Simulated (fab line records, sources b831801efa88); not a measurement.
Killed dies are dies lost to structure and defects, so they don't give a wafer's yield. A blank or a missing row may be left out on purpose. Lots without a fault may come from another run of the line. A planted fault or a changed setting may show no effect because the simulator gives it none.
A struck lot beside a sound one | flow sfq_line | 42 steps out of a route of 325
Sound: wafers L607.3, L607.4, L607.6. Struck: wafers L619.3, L619.5, L619.6. The cause comes at the end.
At each step with rows: each side's tool, then ch and its chambers, then its first start. Under that, the readings that differ: sound wafers | struck wafers | difference of the means | sigmas: that difference in standard deviations of wafers without a fault.
alike: readings whose means differ by less than 2 such deviations, and words and numbers that are the same on both sides. not compared: withheld readings, readings that some wafer has no value for, bounds like >300 that may hide the same value, and numbers for which the record gives no deviation and whose values overlap.
The two part at a step that has a row with sigmas, a row that says differs or no value, or rows on one side only. Numbers that don't overlap but have no deviation are shown without sigmas and don't part them. A reading that every wafer of one side lacks parts them only if that side has two wafers or more.

SFQ_M0_OVL_MEAS_906:
  sound on overlay-01, day 14 01:47; struck on overlay-01, day 18 06:14
  alike: M0_OVL
then, 1 step without rows for these wafers: SFQ_TRILAYER_M0_BARC_OPEN_METAL_ETCH_031 (etches BARC in O2, target depth 125 nm, time 41.7 s).
SFQ_TRILAYER_M0_ETCH_METAL_ETCH_024: etches Nb in Cl2/Ar, stops on SiO2, target depth 240 nm, time 120 s.
  sound on rie_metal-02 ch 0,1, day 14 01:55; struck on rie_metal-02 ch 0,1, day 18 06:22
  alike: drypump_motor_current_A, oes_product_au
  not compared: rf_hours_counter_h
SFQ_TRILAYER_M0_STRIP_STRIP_025: strips in O2.
  sound on rie_metal-02 ch 0,1, day 14 02:12; struck on rie_metal-02 ch 0,1, day 18 06:38
  alike: drypump_motor_current_A, oes_product_au
  not compared: rf_hours_counter_h
then, 3 steps without rows for these wafers: SFQ_TRILAYER_M0_STRIP_SOLV_CLEAN_026 (cleans in NMP, time 600 s); SFQ_TRILAYER_I0_DEP_PECVD_027 (deposits SiO2 from SiH4/N2O, time 111.11 s, target thk 500 nm); SFQ_TRILAYER_I0_CMP_CMP_028 (polishes SiO2).
SFQ_I0_BOW_MEAS_907:
  sound on film_metro-02, day 14 05:54; struck on film_metro-04, day 18 19:09
  alike: I0_BOW
then, 4 steps without rows for these wafers: SFQ_TRILAYER_I0_METRO_MEASURE_029; SFQ_TRILAYER_I0_VIA_LITHO_COAT_036 (resist thk 62 nm); SFQ_TRILAYER_I0_VIA_LITHO_COAT_031 (resist thk 650 nm); SFQ_TRILAYER_I0_VIA_LITHO_SOFTBAKE_035.
-- the record jumps here: 7 days lie between the struck wafers' starts before and after --
SFQ_TRILAYER_I0_VIA_LITHO_EXPOSE_032: exposes mask I0, target cd 500 nm.
  sound on krf_scanner-01 ch 0, day 20 00:34; struck on krf_scanner-02 ch 0, day 25 08:23
  reading                    | sound                | struck         | difference | sigmas
  model.I0.overlay_x_nm (nm) | -1.969 -1.969 -1.969 | 56.5 56.5 56.5 | +58.5      |
  alike: mask, exposure_dose_mJ_cm2, focus_offset_nm
then, 2 steps without rows for these wafers: SFQ_TRILAYER_I0_VIA_LITHO_PEB_034 (peb time 60 s); SFQ_TRILAYER_I0_VIA_LITHO_DEVELOP_033 (time 60 s).
SFQ_I0_OVL_MEAS_908:
  sound on overlay-01, day 20 01:41; struck on overlay-01, day 25 09:29
  reading     | sound  | struck   | difference | sigmas
  I0_OVL (nm) | 3 6 11 | 59 59 62 | +53        | +10
then, 2 steps without rows for these wafers: SFQ_TRILAYER_I0_VIA_BARC_OPEN_VIA_ETCH_046 (etches BARC in O2, target depth 125 nm, time 41.7 s); SFQ_TRILAYER_I0_VIA_ETCH_VIA_ETCH_034 (etches SiO2 in CHF3, stops on Nb, target depth 260 nm).
SFQ_TRILAYER_I0_VIA_STRIP_STRIP_035: strips in O2.
  sound on rie_metal-04 ch 0,1, day 20 02:04; struck on rie_metal-01 ch 0,1, day 25 09:52
  alike: drypump_motor_current_A, oes_product_au
  not compared: rf_hours_counter_h
then, 3 steps without rows for these wafers: SFQ_TRILAYER_I0_VIA_STRIP_SOLV_CLEAN_036 (cleans in NMP, time 600 s); SFQ_TRILAYER_M1_DEP_PRE_CLEAN_038 (time 22.5 s); SFQ_TRILAYER_M1_DEP_SPUTTER_037 (material Nb, target thk 200 nm, time 133.3 s).
SFQ_M1_RS_MEAS_909: measures by four-point-probe.
  sound on film_metro-02, day 20 02:47; struck on film_metro-01, day 25 10:36
  alike: M1_NB_RS
then, 6 steps without rows for these wafers: SFQ_TRILAYER_M1_LITHO_COAT_044 (resist thk 62 nm); SFQ_TRILAYER_M1_LITHO_COAT_039 (resist thk 600 nm); SFQ_TRILAYER_M1_LITHO_SOFTBAKE_043; SFQ_TRILAYER_M1_LITHO_EXPOSE_040 (exposes mask M1, target cd 500 nm); SFQ_TRILAYER_M1_LITHO_PEB_042 (peb time 60 s); SFQ_TRILAYER_M1_LITHO_DEVELOP_041 (time 60 s).
-- the record jumps here: 7 days lie between the struck wafers' starts before and after --
SFQ_M1_OVL_MEAS_911:
  sound on overlay-01, day 26 13:01; struck on overlay-01, day 32 02:57
  alike: M1_OVL
then, 2 steps without rows for these wafers: SFQ_TRILAYER_M1_BARC_OPEN_METAL_ETCH_054 (etches BARC in O2, target depth 125 nm, time 41.7 s); SFQ_TRILAYER_M1_ETCH_METAL_ETCH_042 (etches Nb in Cl2/Ar, stops on SiO2, target depth 240 nm, time 120 s).
SFQ_TRILAYER_M1_STRIP_STRIP_043: strips in O2.
  sound on rie_metal-01 ch 0,1, day 26 13:26; struck on rie_metal-04 ch 0,1, day 32 03:22
  alike: drypump_motor_current_A, oes_product_au
  not compared: rf_hours_counter_h
then, 2 steps without rows for these wafers: SFQ_TRILAYER_M1_STRIP_SOLV_CLEAN_044 (cleans in NMP, time 600 s); SFQ_TRILAYER_I1_DEP_PECVD_045 (deposits SiO2 from SiH4/N2O, time 111.11 s, target thk 500 nm).
SFQ_TRILAYER_I1_CMP_CMP_046: polishes SiO2.
  sound on cmp-02 ch 0,2,3, day 26 15:47; struck on cmp-01 ch 0,2,3, day 32 05:02
  alike: motor_current_A, time_to_endpoint_s
SFQ_I1_BOW_MEAS_912:
  sound on film_metro-03, day 26 18:19; struck on film_metro-01, day 32 07:04
  alike: I1_BOW
then, 4 steps without rows for these wafers: SFQ_TRILAYER_I1_METRO_MEASURE_047; SFQ_TRILAYER_I1_VIA_LITHO_COAT_054 (resist thk 62 nm); SFQ_TRILAYER_I1_VIA_LITHO_COAT_049 (resist thk 650 nm); SFQ_TRILAYER_I1_VIA_LITHO_SOFTBAKE_053.
-- the record jumps here: 61 days lie between the struck wafers' starts before and after --
SFQ_M8_BOW_MEAS_951:
  sound on film_metro-03, day 87 00:13; struck on film_metro-02, day 93 09:48
  reading                 | sound             | struck            | difference | sigmas
  model.etest.i0.link_ohm | 1.971 1.968 1.968 | 1.988 1.999 2.006 | +0.029     |
  alike: M8_BOW

WHERE THEY PART
Only at SFQ_I0_OVL_MEAS_908, within this record. Later steps at which nothing parts them and some readings are alike: SFQ_TRILAYER_I0_VIA_STRIP_STRIP_035, SFQ_M1_RS_MEAS_909, SFQ_M1_OVL_MEAS_911, SFQ_TRILAYER_M1_STRIP_STRIP_043, SFQ_TRILAYER_I1_CMP_CMP_046, SFQ_I1_BOW_MEAS_912, SFQ_M8_BOW_MEAS_951.

WHY: what the simulator had put in
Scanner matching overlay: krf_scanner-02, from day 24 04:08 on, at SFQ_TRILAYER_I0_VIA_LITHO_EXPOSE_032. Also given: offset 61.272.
